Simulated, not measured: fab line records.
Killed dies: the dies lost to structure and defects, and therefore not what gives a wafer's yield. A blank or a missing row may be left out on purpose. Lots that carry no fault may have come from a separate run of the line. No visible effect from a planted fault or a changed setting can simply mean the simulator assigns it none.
Chamber matching | flow gf180mcu | GF_V2_ETCH_16 on rie_diel-03: 3 sister chambers
The step etches BARC in N2/H2. 14 wafers are shown with their chamber, then 4 later ones without.

WAFERS, EACH WITH ITS CHAMBER
wafer  | chamber | drypump_motor_current_A (A) | throttle_valve_pct (%) | oes_product_au (a.u.)
L075.3 | 2       | 5.7                         | 13.239                 | 0.850
L075.4 | 0       | 6.0                         | 13.244                 | 0.850
L075.5 | 2       | 5.6                         | 13.224                 | 0.855
L077.1 | 1       | 5.4                         | 13.208                 | 0.851
L077.3 | 2       | 5.7                         | 13.213                 | 0.853
L077.6 | 2       | 5.7                         | 13.226                 | 0.858
L078.2 | 0       | 6.0                         | 13.209                 | 0.856
L078.3 | 1       | 5.4                         | 13.219                 | 0.855
L078.4 | 2       | 5.6                         | 13.222                 | 0.845
L080.1 | 0       | 6.0                         | 13.205                 | 0.853
L080.2 | 1       | 5.4                         | 13.219                 | 0.861
L080.3 | 2       | 5.6                         | 13.239                 | 0.857
L085.1 | 2       | 5.7                         | 13.235                 | 0.858
L085.4 | 0       | 6.1                         | 13.229                 | 0.851

SIGNATURES, as means of the wafers listed above
reading                 | chamber 0 | chamber 1 | chamber 2 | scatter within a chamber
drypump_motor_current_A | 6.025     | 5.400     | 5.657     | 0.0473
throttle_valve_pct      | 13.22175  | 13.21533  | 13.22829  | 0.0122
oes_product_au          | 0.85250   | 0.85567   | 0.85371   | 0.00438
Rule: for a wafer and a chamber, the distance is found by dividing, reading by reading, the gap between the wafer's reading and the chamber's mean by the reading's scatter, squaring, summing and taking the root. The wafer belongs to the nearest chamber; if the next one is less than 2 further off, it can't be placed. The scatter is the square root of a quotient: the sum, over the shown wafers, of each reading's squared deviation from its chamber's mean, divided by wafers minus chambers.

WAFERS WITHOUT THEIR CHAMBER
wafer  | drypump_motor_current_A (A) | throttle_valve_pct (%) | oes_product_au (a.u.)
L085.6 | 5.7                         | 13.227                 | 0.857
L090.1 | 5.7                         | 13.234                 | 0.854
L094.4 | 5.7                         | 13.217                 | 0.850
L094.5 | 6.1                         | 13.215                 | 0.844

WHICH CHAMBER EACH ONE RAN IN
wafer  | from the rows above | in truth
L085.6 | 2                   | 2
L090.1 | 2                   | 2
L094.4 | 2                   | 2
L094.5 | 0                   | 0
Placed correctly: 4 of 4. Number that these rows cannot place: 0. Wrongly placed: 0.
